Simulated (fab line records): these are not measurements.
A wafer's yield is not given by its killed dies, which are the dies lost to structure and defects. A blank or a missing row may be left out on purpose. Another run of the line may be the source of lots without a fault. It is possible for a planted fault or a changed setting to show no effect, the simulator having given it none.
What tool caused it? / flow sky130 / 11 lots with 33 wafers sampled at 3 steps, on a route of 708 steps

## WHAT EACH GAUGE READ, for each wafer
SKY_FIELD_ISO_THK_MEAS_23.
lot=L309; measured=day 2 11:07; on=film metro-04; FIELD_ISO_OXIDATION_01_THK (nm)=9.95 9.80 10.00
lot=L310; measured=day 2 13:41; on=film metro-04; FIELD_ISO_OXIDATION_01_THK (nm)=9.96 9.90 10.10
lot=L311; measured=day 2 21:47; on=film metro-03; FIELD_ISO_OXIDATION_01_THK (nm)=10.09 9.91 9.91
lot=L315; measured=day 3 17:16; on=film metro-01; FIELD_ISO_OXIDATION_01_THK (nm)=10.04 10.11 10.07
lot=L316; measured=day 3 20:43; on=film metro-01; FIELD_ISO_OXIDATION_01_THK (nm)=10.01 10.15 9.87
lot=L317; measured=day 4 01:54; on=film metro-04; FIELD_ISO_OXIDATION_01_THK (nm)=10.12 10.06 10.13
lot=L320; measured=day 4 17:01; on=film metro-01; FIELD_ISO_OXIDATION_01_THK (nm)=9.90 9.85 10.13
lot=L321; measured=day 4 22:56; on=film metro-04; FIELD_ISO_OXIDATION_01_THK (nm)=9.88 9.73 9.86
lot=L322; measured=day 5 05:52; on=film metro-03; FIELD_ISO_OXIDATION_01_THK (nm)=9.95 9.81 9.64
lot=L328; measured=day 6 13:34; on=film metro-04; FIELD_ISO_OXIDATION_01_THK (nm)=9.94 9.87 9.94
lot=L331; measured=day 7 02:16; on=film metro-03; FIELD_ISO_OXIDATION_01_THK (nm)=9.87 9.96 10.00

## WHICH TOOL RAN EACH LOT (tool, then ch and the chambers of the sampled wafers, then the start)
lot=L309; SKY_FIELD_ISO_ETCH_14=rie diel-04 ch 1,2,3, day 2 04:58; SKY_FIELD_ISO_STRIP_16=plasma asher-03 ch 0,1, day 2 05:04
lot=L310; SKY_FIELD_ISO_ETCH_14=rie diel-01 ch 0,1,3, day 2 10:23; SKY_FIELD_ISO_STRIP_16=plasma asher-02 ch 0,1, day 2 10:29
lot=L311; SKY_FIELD_ISO_ETCH_14=rie diel-04 ch 1,2, day 2 19:01; SKY_FIELD_ISO_STRIP_16=plasma asher-04 ch 0,1, day 2 19:07
lot=L315; SKY_FIELD_ISO_ETCH_14=rie diel-04 ch 1,2,3, day 3 14:44; SKY_FIELD_ISO_STRIP_16=plasma asher-03 ch 0,1, day 3 14:50
lot=L316; SKY_FIELD_ISO_ETCH_14=rie diel-04 ch 0,2,3, day 3 18:02; SKY_FIELD_ISO_STRIP_16=plasma asher-02 ch 0,1, day 3 18:08
lot=L317; SKY_FIELD_ISO_ETCH_14=rie diel-02 ch 0,1,2, day 3 23:35; SKY_FIELD_ISO_STRIP_16=plasma asher-04 ch 0,1, day 3 23:41
lot=L320; SKY_FIELD_ISO_ETCH_14=rie diel-01 ch 1,2,3, day 4 14:56; SKY_FIELD_ISO_STRIP_16=plasma asher-04 ch 0,1, day 4 15:02
lot=L321; SKY_FIELD_ISO_ETCH_14=rie diel-04 ch 0,2,3, day 4 21:04; SKY_FIELD_ISO_STRIP_16=plasma asher-03 ch 0,1, day 4 21:10
lot=L322; SKY_FIELD_ISO_ETCH_14=rie diel-04 ch 0,1,2, day 5 01:37; SKY_FIELD_ISO_STRIP_16=plasma asher-04 ch 0,1, day 5 01:43
lot=L328; SKY_FIELD_ISO_ETCH_14=rie diel-01 ch 1,2, day 6 09:58; SKY_FIELD_ISO_STRIP_16=plasma asher-03 ch 0,1, day 6 10:06
lot=L331; SKY_FIELD_ISO_ETCH_14=rie diel-02 ch 0,1,2, day 7 00:33; SKY_FIELD_ISO_STRIP_16=plasma asher-03 ch 0,1, day 7 00:39
- SKY_FIELD_ISO_ETCH_14: etches BARC in N2/H2, stops on SiO2, time 45.9 s, target depth 60 nm.
- SKY_FIELD_ISO_STRIP_16: strips in O2/N2.

## THE ANSWER, worked out from the rows above alone
Rule: the usual values come from the lots themselves. The widest of any qualifying gaps counts: lots, ordered by their means at a reading, are off when they make up no more than a third of the lots, leave a main group of 4 or more, and stand apart from it by 3 or more times the standard deviation of that group's means. If all means in a main group match to the digits the tables above print for the reading, that group is not used. A lot without any number at a reading at which 4 lots or more have one is off too. All remaining lots with rows at the step are treated as sound.
None of the lots is off at any reading shown; this tells nothing.

## WHAT HAD BEEN PUT IN BY THE SIMULATOR
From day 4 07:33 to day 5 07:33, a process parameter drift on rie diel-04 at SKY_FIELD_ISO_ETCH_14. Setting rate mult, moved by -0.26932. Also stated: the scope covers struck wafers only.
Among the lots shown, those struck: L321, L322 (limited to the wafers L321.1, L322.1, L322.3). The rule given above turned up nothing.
